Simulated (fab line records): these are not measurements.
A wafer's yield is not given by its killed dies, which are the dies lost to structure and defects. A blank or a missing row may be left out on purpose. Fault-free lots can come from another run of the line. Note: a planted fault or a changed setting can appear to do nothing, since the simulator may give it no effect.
fab line records	flow sky130
record: lots: 11	wafers: 33	last_day: 51
route steps=708 shown METAL1@437 VIA1@481 METAL4@632 PAD_OPEN@708
lots that met no fault: taken from a fault-free run of the same line
start_h: hours from the record's opening day to when the first of the lot's shown wafers began	wait_h: hours from the lot's prior step to this one	" unchanged from the row above	L1.1+2: a row that stands for several wafers	- no value present, or no start provided	* or withheld: withheld	< > ~ a bound
route shown NAME@n: a module of which the file shows steps, and the number in the route of the first	usual: mean and standard deviation over wafers with no fault	same: alike in all rows	chamber/n: place in a boat	sites: each site's reading	_std_site: standard deviation across them	_edge_site: mean of outer sites minus mean of inner sites	radius_mm: for every site, how far away it sits from the centre of the wafer	mask NAME#n: copy n	behind: the last tool/chamber to shape the wafer	hold: why the lot was held/for how many hours/how that ended	device: transistor that didn't switch, given as n, p or np	end of line: tests run on the same wafers once the route is complete	a step with no rows: only its recipe	killed: dies lost to structure and defects at the first sort, not the wafer's yield	map: per-die view of a wafer (x killed, . not killed, _ where there is no die)
set.NAME: setting as actually run; set.NAME@STEP: the setting as run at that earlier step	model.NAME: the simulator's own value behind a step, which no gauge read
the route's steps for a sample of lots (tables are steps, rows are wafers)
services: from which hour (start_h, from the record's first day; less than 0 if before it) a tool's chamber was out of use, for how many hours, and why
== steps ==
step: SKY_METAL1_SPUTTER_03
recipe: material: Ti	target_thk_nm: 5	power_w: 3000	time_s: 3.3	chamber_pressure_pa: 0.4
usual: throttle_valve_pct: 30.2/1
lot.wafer	tool	chamber	start_h	wait_h	throttle_valve_pct
L658.1	pvd_sputter-03	-	739.94	0.0	31.0
L658.4	"	-	"	"	31.3
L658.5	"	-	"	"	30.5
L659.1	pvd_sputter-01	-	747.15	0.0	31.4
L659.3	"	-	"	"	30.7
L659.5	"	-	"	"	31.1
L660.1	pvd_sputter-03	-	757.12	0.0	29.8
L660.2	"	-	"	"	29.1
L660.5	"	-	"	"	29.2
L662.1	pvd_sputter-02	-	777.18	0.0	28.0
L662.3	"	-	"	"	27.3
L662.4	"	-	"	"	29.6
L663.2	pvd_sputter-01	-	782.80	0.0	30.5
L663.3	"	-	"	"	29.9
L663.4	"	-	"	"	31.6
L672.1	pvd_sputter-03	-	846.59	0.0	30.8
L672.2	"	-	"	"	29.3
L672.5	"	-	"	"	30.4
L674.3	pvd_sputter-03	-	861.39	0.0	29.1
L674.4	"	-	"	"	29.7
L674.6	"	-	"	"	29.1
L676.1	pvd_sputter-01	-	878.56	0.0	30.8
L676.3	"	-	"	"	30.6
L676.4	"	-	"	"	30.2
L677.1	pvd_sputter-03	-	883.19	0.0	30.6
L677.3	"	-	"	"	30.1
L677.6	"	-	"	"	30.6
L678.2	pvd_sputter-01	-	897.69	0.0	30.8
L678.4	"	-	"	"	31.6
L678.5	"	-	"	"	30.7
L680.1	pvd_sputter-01	-	934.63	0.0	31.8
L680.3	"	-	"	"	29.8
L680.6	"	-	"	"	30.6
step: SKY_METAL1_DESCUM_17
recipe: chemistry: O2	source_power_w: 150	bias_power_w: 0	pressure_mtorr: 10	temp_c: 40	time_s: 8
usual: chamber_pressure_mTorr: 10.000/0.0083	drypump_motor_current_A: 5.7/0.35	oes_product_au: 0.991/0.014
lot.wafer	tool	chamber	start_h	wait_h	chamber_pressure_mTorr	drypump_motor_current_A	oes_product_au	rf_hours_counter_h
L658.1	rie_metal-01	0	766.70	0.0	10.007	5.4	0.979	4
L658.4	"	0	"	"	10.003	5.4	0.971	-
L658.5	"	0	"	"	10.004	5.4	0.971	-
L659.1	rie_metal-02	0	775.19	0.0	10.001	5.9	0.987	9
L659.3	"	1	"	"	9.995	6.0	1.007	-
L659.5	"	0	"	"	10.004	5.9	0.989	-
L660.1	rie_metal-02	1	785.01	0.0	9.994	6.0	1.005	17
L660.2	"	0	"	"	9.993	5.8	0.985	9
L660.5	"	1	"	"	9.997	6.0	1.004	-
L662.1	rie_metal-03	0	803.80	0.0	9.997	6.0	0.992	5
L662.3	"	0	"	"	10.008	6.0	0.992	-
L662.4	"	0	"	"	10.007	6.0	0.999	-
L663.2	rie_metal-03	0	809.26	0.0	9.977	6.0	0.989	-
L663.3	"	0	"	"	10.000	6.0	0.991	-
L663.4	"	0	"	"	10.001	6.0	0.997	-
L672.1	rie_metal-03	1	872.76	0.0	9.999	4.8	0.984	10
L672.2	"	0	"	"	9.990	6.0	0.992	8
L672.5	"	0	"	"	10.009	6.0	0.997	-
L674.3	rie_metal-02	1	888.02	0.0	10.000	6.0	1.015	-
L674.4	"	0	"	"	10.001	5.8	0.985	-
L674.6	"	0	"	"	10.008	5.8	0.998	-
L676.1	rie_metal-02	1	903.99	0.0	9.990	6.0	0.998	3
L676.3	"	0	"	"	9.992	5.9	0.999	-
L676.4	"	1	"	"	10.005	6.0	1.000	-
L677.1	rie_metal-01	0	909.40	0.0	10.001	5.4	0.965	10
L677.3	"	1	"	"	10.008	5.4	0.995	-
L677.6	"	1	"	"	10.008	5.4	1.000	-
L678.2	rie_metal-03	0	923.19	0.0	10.009	6.0	1.002	10
L678.4	"	1	"	"	9.998	4.8	0.987	-
L678.5	"	1	"	"	9.991	4.8	0.981	-
L680.1	rie_metal-01	1	959.36	0.0	10.000	5.4	1.003	6
L680.3	"	0	"	"	9.999	5.4	0.971	-
L680.6	"	0	"	"	10.004	5.4	0.968	-
step: SKY_VIA1_THK_MEAS_23
recipe: thk_meas_gauge: xrf	reads: W_of_VIA1_CVD_21
usual: VIA1_W_THK: 267/3.7
lot.wafer	tool	chamber	start_h	wait_h	VIA1_W_THK[nm]
L658.1	film_metro-03	-	795.95	0.1	263
L658.4	"	-	"	"	263
L658.5	"	-	"	"	262
L659.1	film_metro-03	-	803.60	0.1	272
L659.3	"	-	"	"	267
L659.5	"	-	"	"	267
L660.1	film_metro-02	-	814.00	0.1	268
L660.2	"	-	"	"	265
L660.5	"	-	"	"	269
L662.1	film_metro-01	-	833.17	0.1	263
L662.3	"	-	"	"	260
L662.4	"	-	"	"	264
L663.2	film_metro-02	-	837.76	0.1	266
L663.3	"	-	"	"	268
L663.4	"	-	"	"	261
L672.1	film_metro-01	-	901.21	0.1	257
L672.2	"	-	"	"	265
L672.5	"	-	"	"	263
L674.3	film_metro-02	-	915.34	0.1	270
L674.4	"	-	"	"	268
L674.6	"	-	"	"	265
L676.1	film_metro-02	-	931.90	0.1	272
L676.3	"	-	"	"	269
L676.4	"	-	"	"	275
L677.1	film_metro-03	-	936.61	0.1	266
L677.3	"	-	"	"	263
L677.6	"	-	"	"	270
L678.2	film_metro-02	-	949.07	0.1	269
L678.4	"	-	"	"	276
L678.5	"	-	"	"	268
L680.1	film_metro-02	-	985.24	0.1	272
L680.3	"	-	"	"	275
L680.6	"	-	"	"	276
step: SKY_METAL4_ETCH_16
recipe: chemistry: N2/H2	target: BARC	ion_energy_ev: 200	bias_w: 100	pressure_mtorr: 30	n2_flow_sccm: 100	h2_flow_sccm: 200	icp_w: 500	stop_on: SiO2	time_s: 88.2	target_depth_a: 600
usual: chamber_pressure_mTorr: 30.001/0.027	drypump_motor_current_A: 5.9/0.51	oes_product_au: 0.625/0.0045	run_length_s: 116.1/0.47	throttle_valve_pct: 13.204/0.01
lot.wafer	tool	chamber	start_h	wait_h	chamber_pressure_mTorr	drypump_motor_current_A	oes_product_au	rf_hours_counter_h	run_length_s	throttle_valve_pct
L658.1	rie_metal-03	0	981.44	0.0	29.998	6.0	0.621	13	115.7	13.203
L658.4	"	0	"	"	30.018	6.0	0.621	-	115.8	13.202
L658.5	"	1	"	"	30.003	4.8	0.624	-	116.3	13.205
L659.1	rie_metal-02	1	987.88	0.0	29.989	6.0	0.624	8	116.0	13.205
L659.3	"	1	"	"	29.940	6.0	0.629	-	115.5	13.219
L659.5	"	0	"	"	30.018	5.9	0.630	-	116.1	13.205
L660.1	rie_metal-02	1	997.62	0.0	30.016	6.0	0.621	8	115.5	13.216
L660.2	"	0	"	"	30.025	5.9	0.619	1	116.6	13.214
L660.5	"	0	"	"	30.005	5.9	0.623	-	116.1	13.197
L662.1	rie_metal-03	0	1014.62	0.0	30.005	6.0	0.620	15	115.5	13.185
L662.3	"	0	"	"	29.990	6.0	0.635	-	115.9	13.212
L662.4	"	1	"	"	30.028	4.9	0.626	-	116.6	13.191
L663.2	rie_metal-02	0	1017.94	0.0	30.014	5.8	0.626	2	116.2	13.215
L663.3	"	0	"	"	30.003	5.8	0.627	-	116.1	13.185
L663.4	"	1	"	"	29.980	6.0	0.614	-	115.5	13.202
L672.1	rie_metal-04	1	1071.74	0.0	29.971	6.2	0.762	18	97.6	13.222
L672.2	"	0	"	"	29.991	6.7	0.620	9	116.3	13.209
L672.5	"	0	"	"	29.975	6.7	0.753	-	97.0	13.237
L674.3	rie_metal-03	1	1084.92	0.0	30.033	4.9	0.632	-	116.4	13.199
L674.4	"	0	"	"	30.029	6.0	0.628	-	115.4	13.183
L674.6	"	1	"	"	30.059	4.8	0.628	-	116.5	13.185
L676.1	rie_metal-02	1	1096.69	0.0	29.963	6.0	0.617	15	116.0	13.211
L676.3	"	1	"	"	30.016	6.0	0.618	-	116.4	13.198
L676.4	"	0	"	"	29.992	5.8	0.622	-	116.7	13.203
L677.1	rie_metal-03	1	1101.37	0.0	30.023	4.9	0.623	3	116.7	13.202
L677.3	"	0	"	"	30.026	6.0	0.619	-	115.3	13.207
L677.6	"	0	"	"	29.984	6.0	0.625	-	115.6	13.212
L678.2	rie_metal-03	0	1113.17	0.0	29.974	6.0	0.623	23	115.6	13.221
L678.4	"	0	"	"	30.026	6.0	0.615	-	115.6	13.214
L678.5	"	1	"	"	30.005	4.9	0.626	-	116.7	13.208
L680.1	rie_metal-02	1	1141.99	0.0	29.980	6.0	0.624	18	115.5	13.208
L680.3	"	1	"	"	30.010	6.0	0.620	-	115.7	13.205
L680.6	"	1	"	"	30.025	6.0	0.627	-	115.4	13.185
step: SKY_PAD_OPEN_PROBE_99
usual: defect_limited_yield: 82.6/1.8	killed_at_M0_to_M3: 43/6.5	killed_at_M4_up: 3.1/1.8	killed_at_contacts: 24/5.6	killed_at_front_end: 15/4.2	killed_at_other: 0.3/0.5	killed_dies: 86/8.9	killed_open: 47/6.9	killed_short: 39/5.9	sort_bin_3_pad_short: 0.9/0.39	sort_bin_5_function: 10.4/1.6	sort_bin_6_memory: 6.2/1	sort_n_pass: 406/8.9	sort_yield_pct: 82.6/1.8
same: gross_dies: 492	killed_at_back_side: 0	sort_bin_4_leakage[%]: 0	sort_bin_8_speed[%]: 0
lot.wafer	tool	chamber	start_h	wait_h	defect_limited_yield[%]	killed_at_M0_to_M3	killed_at_M4_up	killed_at_contacts	killed_at_front_end	killed_at_other	killed_dies	killed_open	killed_short	sort_bin_3_pad_short[%]	sort_bin_5_function[%]	sort_bin_6_memory[%]	sort_n_pass	sort_yield_pct[%]
L658.1	prober-02	-	1076.89	0.1	83.3	39	5	22	16	0	82	45	37	1.0	10.4	5.3	410	83.3
L658.4	prober-02	-	1077.04	0.2	87.0	29	3	17	15	0	64	34	30	0.2	7.1	5.7	428	87.0
L658.5	prober-02	-	1077.09	0.2	81.5	49	4	19	18	1	91	54	37	1.0	11.4	6.1	401	81.5
L659.1	prober-01	-	1082.85	0.1	82.5	52	2	22	10	0	86	48	38	0.4	11.8	5.3	406	82.5
L659.3	prober-01	-	1082.95	0.2	82.5	42	3	26	15	0	86	46	39	1.2	11.8	4.5	406	82.5
L659.5	prober-01	-	1083.05	0.2	83.9	49	4	10	15	1	79	32	46	1.0	9.1	5.9	413	83.9
L660.1	prober-02	-	1091.57	0.1	81.1	50	4	23	16	0	93	51	42	1.4	9.8	7.7	399	81.1
L660.2	prober-02	-	1091.62	0.1	82.7	43	3	19	19	1	85	50	35	0.8	10.8	5.7	407	82.7
L660.5	prober-02	-	1091.77	0.2	82.5	49	2	20	13	2	86	44	42	1.2	9.6	6.7	406	82.5
L662.1	prober-01	-	1104.72	0.1	84.3	38	6	20	13	0	77	43	34	0.6	7.9	7.1	415	84.3
L662.3	prober-01	-	1104.82	0.2	85.6	39	1	20	11	0	71	31	40	0.6	8.5	5.3	421	85.6
L662.4	prober-01	-	1104.87	0.2	82.7	37	7	29	12	0	85	39	46	1.0	9.3	6.9	407	82.7
L663.2	prober-02	-	1109.98	0.1	84.8	42	3	21	9	0	75	45	30	0.6	8.1	6.5	417	84.8
L663.3	prober-02	-	1110.03	0.2	83.9	40	3	17	19	0	79	37	42	0.8	11.0	4.3	413	83.9
L663.4	prober-02	-	1110.08	0.2	83.5	52	2	20	7	0	81	42	39	1.2	11.2	4.1	411	83.5
L672.1	prober-01	-	1156.55	0.1	83.9	46	0	22	11	0	79	40	39	0.8	10.6	4.7	413	83.9
L672.2	prober-01	-	1156.60	0.1	85.8	36	3	23	8	0	70	40	30	0.2	8.9	5.1	422	85.8
L672.5	prober-01	-	1156.75	0.2	85.4	43	1	12	16	0	72	43	29	0.8	7.3	6.5	420	85.4
L674.3	prober-01	-	1167.41	0.2	83.1	37	2	30	14	0	83	48	35	0.8	10.0	6.1	409	83.1
L674.4	prober-01	-	1167.46	0.2	81.1	45	6	21	21	0	93	50	43	0.4	12.4	6.1	399	81.1
L674.6	prober-01	-	1167.56	0.2	80.5	48	5	32	11	0	96	53	43	0.8	12.8	5.9	396	80.5
L676.1	prober-01	-	1176.53	0.1	82.1	46	4	27	11	0	88	43	45	1.6	10.0	6.3	404	82.1
L676.3	prober-01	-	1176.63	0.2	80.1	50	7	27	13	1	98	50	48	1.4	12.4	6.1	394	80.1
L676.4	prober-01	-	1176.68	0.2	83.7	40	1	25	14	0	80	46	34	0.8	8.5	6.9	412	83.7
L677.1	prober-02	-	1180.46	0.1	82.3	50	2	28	7	0	87	45	42	1.2	9.6	6.9	405	82.3
L677.3	prober-02	-	1180.56	0.2	81.3	51	2	26	13	0	92	52	40	0.8	12.4	5.5	400	81.3
L677.6	prober-02	-	1180.71	0.2	83.9	39	4	22	14	0	79	47	32	0.2	9.1	6.7	413	83.9
L678.2	prober-01	-	1189.46	0.1	85.4	39	0	20	13	0	72	40	32	0.8	10.4	3.5	420	85.4
L678.4	prober-01	-	1189.56	0.2	86.0	32	1	23	13	0	69	34	35	0.2	7.7	6.1	423	86.0
L678.5	prober-01	-	1189.61	0.2	85.0	36	1	29	7	1	74	45	29	0.4	9.8	4.9	418	85.0
L680.1	prober-02	-	1212.03	0.1	78.7	47	0	37	21	0	105	50	55	1.6	12.0	7.7	387	78.7
L680.3	prober-02	-	1212.13	0.2	81.5	34	7	40	10	0	91	42	49	1.2	9.6	7.7	401	81.5
L680.6	prober-02	-	1212.28	0.2	79.5	56	4	28	13	0	101	59	42	1.2	11.6	7.7	391	79.5
killed by level:class
L658.1 VIA1:geometric_particle:open=11 CONTACT:geometric_particle:open=10 CONTACT:geometric_particle:short=6 VIA3:geometric_particle:open=5 FIELD_ISO:geometric_particle:open=4 FIELD_ISO:geometric_particle:short=4 METAL2:geometric_particle:short=4 VIA2:geometric_particle:short=4
L658.4 LI_CONTACT:geometric_particle:open=9 FIELD_ISO:geometric_particle:short=6 VIA1:geometric_particle:open=6 CONTACT:geometric_particle:open=4 VIA2:geometric_particle:open=4 METAL2:geometric_particle:short=4 POLY_GATE:geometric_particle:open=3 SPACER:geometric_particle:short=3
L658.5 VIA3:geometric_particle:open=10 VIA1:geometric_particle:open=9 METAL2:geometric_particle:short=7 VIA2:geometric_particle:open=7 CONTACT:geometric_particle:open=6 POLY_GATE:geometric_particle:open=5 FIELD_ISO:geometric_particle:short=4 LI_CONTACT:geometric_particle:open=4
L659.1 VIA1:geometric_particle:open=15 VIA3:geometric_particle:open=8 VIA1:geometric_particle:short=7 LI_CONTACT:geometric_particle:open=7 VIA2:geometric_particle:open=7 CONTACT:geometric_particle:short=5 CONTACT:geometric_particle:open=5 METAL2:geometric_particle:short=5
L659.3 VIA1:geometric_particle:open=12 LI_CONTACT:geometric_particle:open=9 CONTACT:geometric_particle:open=8 METAL1:geometric_particle:short=7 FIELD_ISO:geometric_particle:open=5 CONTACT:geometric_particle:short=5 VIA1:geometric_particle:short=5 METAL2:geometric_particle:short=5
L659.5 VIA1:geometric_particle:open=11 METAL2:geometric_particle:short=9 VIA3:geometric_particle:open=7 METAL1:geometric_particle:short=6 POLY_GATE:geometric_particle:short=5 CONTACT:geometric_particle:short=5 VIA1:geometric_particle:short=5 VIA2:geometric_particle:open=5
L660.1 VIA3:geometric_particle:open=9 METAL2:geometric_particle:short=9 LI_CONTACT:geometric_particle:open=8 VIA1:geometric_particle:open=8 CONTACT:geometric_particle:open=7 METAL1:geometric_particle:open=6 FIELD_ISO:geometric_particle:short=5 POLY_GATE:geometric_particle:short=4
L660.2 VIA1:geometric_particle:open=9 VIA3:geometric_particle:open=9 LI_CONTACT:geometric_particle:open=7 FIELD_ISO:geometric_particle:open=6 CONTACT:geometric_particle:open=5 METAL1:geometric_particle:short=5 METAL2:geometric_particle:short=5 VIA2:geometric_particle:open=5
L660.5 VIA1:geometric_particle:short=8 METAL2:geometric_particle:short=8 VIA3:geometric_particle:open=8 VIA1:geometric_particle:open=6 CONTACT:geometric_particle:open=6 CONTACT:geometric_particle:short=5 VIA2:geometric_particle:open=5 FIELD_ISO:geometric_particle:open=3
L662.1 VIA2:geometric_particle:open=7 CONTACT:geometric_particle:short=7 VIA3:geometric_particle:open=5 CONTACT:geometric_particle:open=5 METAL1:geometric_particle:short=5 VIA1:geometric_particle:open=5 FIELD_ISO:geometric_particle:open=4 POLY_GATE:geometric_particle:open=4
L662.3 VIA1:geometric_particle:open=9 METAL2:geometric_particle:short=9 CONTACT:geometric_particle:open=7 VIA1:geometric_particle:short=6 LI_CONTACT:geometric_particle:open=4 POLY_GATE:geometric_particle:short=4 LOCAL_INTERCONNECT:geometric_particle:short=4 CONTACT:geometric_particle:short=4
L662.4 LI_CONTACT:geometric_particle:open=9 LOCAL_INTERCONNECT:geometric_particle:short=8 METAL1:geometric_particle:short=7 VIA1:geometric_particle:open=7 CONTACT:geometric_particle:open=6 VIA2:geometric_particle:open=6 VIA1:geometric_particle:short=5 SPACER:geometric_particle:short=4
L663.2 VIA1:geometric_particle:open=15 CONTACT:geometric_particle:open=11 LI_CONTACT:geometric_particle:open=6 FIELD_ISO:geometric_particle:short=5 VIA1:geometric_particle:short=5 VIA2:geometric_particle:short=5 METAL3:geometric_particle:short=4 VIA3:geometric_particle:open=3
L663.3 VIA1:geometric_particle:short=9 VIA1:geometric_particle:open=6 FIELD_ISO:geometric_particle:short=5 FIELD_ISO:geometric_particle:open=4 LI_CONTACT:geometric_particle:short=4 LI_CONTACT:geometric_particle:open=4 CONTACT:geometric_particle:open=4 VIA3:geometric_particle:open=4
L663.4 VIA1:geometric_particle:open=10 CONTACT:geometric_particle:open=9 VIA2:geometric_particle:open=9 METAL2:geometric_particle:short=8 METAL1:geometric_particle:short=7 LI_CONTACT:geometric_particle:open=6 VIA1:geometric_particle:short=5 VIA3:geometric_particle:short=4
L672.1 VIA1:geometric_particle:open=14 CONTACT:geometric_particle:short=7 METAL2:geometric_particle:short=6 VIA3:geometric_particle:open=5 LOCAL_INTERCONNECT:geometric_particle:short=5 METAL1:geometric_particle:short=5 VIA2:geometric_particle:open=5 FIELD_ISO:geometric_particle:short=4
L672.2 VIA3:geometric_particle:open=10 CONTACT:geometric_particle:open=9 LI_CONTACT:geometric_particle:open=7 METAL1:geometric_particle:short=5 VIA1:geometric_particle:short=5 POLY_GATE:geometric_particle:open=4 VIA1:geometric_particle:open=4 VIA2:geometric_particle:short=4
L672.5 VIA1:geometric_particle:open=10 VIA3:geometric_particle:open=7 VIA2:geometric_particle:open=6 LI_CONTACT:geometric_particle:open=5 VIA2:geometric_particle:short=4 POLY_GATE:geometric_particle:short=3 CONTACT:geometric_particle:open=3 METAL2:geometric_particle:short=3
L674.3 LI_CONTACT:geometric_particle:open=12 VIA1:geometric_particle:open=8 LOCAL_INTERCONNECT:geometric_particle:short=7 VIA2:geometric_particle:open=6 CONTACT:geometric_particle:open=5 FIELD_ISO:geometric_particle:short=4 METAL1:geometric_particle:short=4 VIA3:geometric_particle:open=4
L674.4 VIA1:geometric_particle:open=16 VIA2:geometric_particle:open=9 LI_CONTACT:geometric_particle:open=8 FIELD_ISO:geometric_particle:short=7 POLY_GATE:geometric_particle:short=6 METAL1:geometric_particle:short=5 CONTACT:geometric_particle:short=4 VIA1:geometric_particle:short=3
L674.6 LI_CONTACT:geometric_particle:open=11 VIA1:geometric_particle:open=11 CONTACT:geometric_particle:open=10 VIA1:geometric_particle:short=8 METAL2:geometric_particle:short=6 VIA2:geometric_particle:open=6 FIELD_ISO:geometric_particle:open=4 LOCAL_INTERCONNECT:geometric_particle:short=4
L676.1 CONTACT:geometric_particle:open=11 VIA1:geometric_particle:open=11 CONTACT:geometric_particle:short=7 METAL2:geometric_particle:short=7 VIA1:geometric_particle:short=6 LI_CONTACT:geometric_particle:open=6 POLY_GATE:geometric_particle:short=5 METAL1:geometric_particle:short=4
L676.3 VIA2:geometric_particle:open=11 CONTACT:geometric_particle:open=9 VIA1:geometric_particle:open=9 METAL1:geometric_particle:short=8 LI_CONTACT:geometric_particle:open=7 METAL4:geometric_particle:short=6 METAL2:geometric_particle:short=6 POLY_GATE:geometric_particle:open=5
L676.4 CONTACT:geometric_particle:open=11 VIA1:geometric_particle:open=10 LI_CONTACT:geometric_particle:open=6 VIA2:geometric_particle:open=5 VIA1:geometric_particle:short=5 VIA2:geometric_particle:short=4 METAL1:geometric_particle:short=4 METAL2:geometric_particle:short=4
L677.1 METAL2:geometric_particle:short=11 VIA3:geometric_particle:open=11 CONTACT:geometric_particle:open=10 VIA1:geometric_particle:open=10 LI_CONTACT:geometric_particle:open=8 FIELD_ISO:geometric_particle:short=4 LOCAL_INTERCONNECT:geometric_particle:short=4 VIA1:geometric_particle:short=4
L677.3 CONTACT:geometric_particle:open=9 VIA2:geometric_particle:open=9 METAL2:geometric_particle:short=8 METAL1:geometric_particle:short=8 VIA1:geometric_particle:open=8 LI_CONTACT:geometric_particle:open=7 LOCAL_INTERCONNECT:geometric_particle:short=5 VIA3:geometric_particle:open=5
L677.6 LI_CONTACT:geometric_particle:open=9 VIA1:geometric_particle:open=8 VIA2:geometric_particle:open=8 CONTACT:geometric_particle:open=6 VIA1:geometric_particle:short=5 VIA3:geometric_particle:open=5 POLY_GATE:geometric_particle:open=4 VIA3:geometric_particle:short=4
L678.2 VIA1:geometric_particle:open=15 VIA3:geometric_particle:open=7 LI_CONTACT:geometric_particle:short=6 VIA1:geometric_particle:short=6 POLY_GATE:geometric_particle:short=5 CONTACT:geometric_particle:open=4 POLY_GATE:geometric_particle:open=3 LI_CONTACT:geometric_particle:open=3
L678.4 FIELD_ISO:geometric_particle:short=6 LI_CONTACT:geometric_particle:open=6 LOCAL_INTERCONNECT:geometric_particle:short=6 CONTACT:geometric_particle:open=6 VIA1:geometric_particle:open=6 VIA1:geometric_particle:short=5 CONTACT:geometric_particle:short=4 METAL2:geometric_particle:short=4
L678.5 CONTACT:geometric_particle:open=13 LI_CONTACT:geometric_particle:open=11 VIA3:geometric_particle:open=7 VIA2:geometric_particle:short=6 VIA2:geometric_particle:open=5 METAL3:geometric_particle:short=5 METAL1:geometric_particle:short=4 LOCAL_INTERCONNECT:geometric_particle:short=3
L680.1 CONTACT:geometric_particle:open=14 CONTACT:geometric_particle:short=13 METAL1:geometric_particle:short=10 POLY_GATE:geometric_particle:short=7 VIA2:geometric_particle:open=7 METAL2:geometric_particle:short=5 FIELD_ISO:geometric_particle:open=4 LOCAL_INTERCONNECT:geometric_particle:open=4
L680.3 CONTACT:geometric_particle:open=12 CONTACT:geometric_particle:short=12 LI_CONTACT:geometric_particle:open=9 VIA1:geometric_particle:open=7 METAL4:geometric_particle:short=6 METAL1:geometric_particle:short=5 METAL2:geometric_particle:short=5 LOCAL_INTERCONNECT:geometric_particle:short=4
L680.6 VIA1:geometric_particle:open=12 LI_CONTACT:geometric_particle:open=10 CONTACT:geometric_particle:open=10 VIA3:geometric_particle:open=9 VIA2:geometric_particle:open=9 METAL2:geometric_particle:short=6 POLY_GATE:geometric_particle:open=6 METAL3:geometric_particle:short=5
== services ==
tool	chamber	start_h	hours	kind
rie_metal-01	-	724.78	1.4	pm
rie_metal-03	1	729.00	14.5	repair
pvd_sputter-03	-	741.38	0.8	repair
rie_metal-03	1	753.89	61.3	repair
rie_metal-01	1	760.15	20.5	repair
pvd_sputter-02	-	772.52	4.3	repair
rie_metal-03	0	784.91	6.7	repair
rie_metal-04	-	786.14	4.3	pm
rie_metal-01	-	803.63	0.2	repair
pvd_sputter-02	-	812.37	0.5	repair
rie_metal-02	1	821.33	-	clean
rie_metal-02	1	821.33	13.1	scheduled_down
rie_metal-02	1	821.33	13.1	vent_cycle
pvd_sputter-01	-	863.33	0.8	repair
rie_metal-04	-	874.29	0.3	repair
rie_metal-04	-	896.08	1.0	repair
rie_metal-03	0	913.10	4.9	repair
rie_metal-04	-	954.57	1.4	pm
rie_metal-02	0	959.10	-	clean
pvd_sputter-01	-	991.89	2.2	repair
rie_metal-01	1	1057.35	8.7	repair
pvd_sputter-03	-	1115.15	1.0	repair
rie_metal-02	0	1128.99	1.5	repair
pvd_sputter-03	-	1137.12	1.4	repair
== key ==
first_sign: step: SKY_METAL4_ETCH_16	reading: run_length_s	direction: down	sigmas: 40	usual: *	struck: *
effect: step: SKY_METAL4_ETCH_16	reading: oes_product_au	direction: up	sigmas: 29	usual: 0.625	struck: 0.757
met_at SKY_METAL4_ETCH_16
struck_lots L672
struck_wafers L672.1,L672.5
not_acting_at SKY_METAL1_SPUTTER_03,SKY_METAL1_DESCUM_17,SKY_VIA1_THK_MEAS_23
fault: kind: process_parameter_drift	tool: rie_metal-04	chamber: -	onset_h: 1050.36	steps: SKY_METAL4_ETCH_16	channel: time_s	offset: *	shape: step	end_h: 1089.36	scope: struck_wafers_only	acts_in: *	stated: *
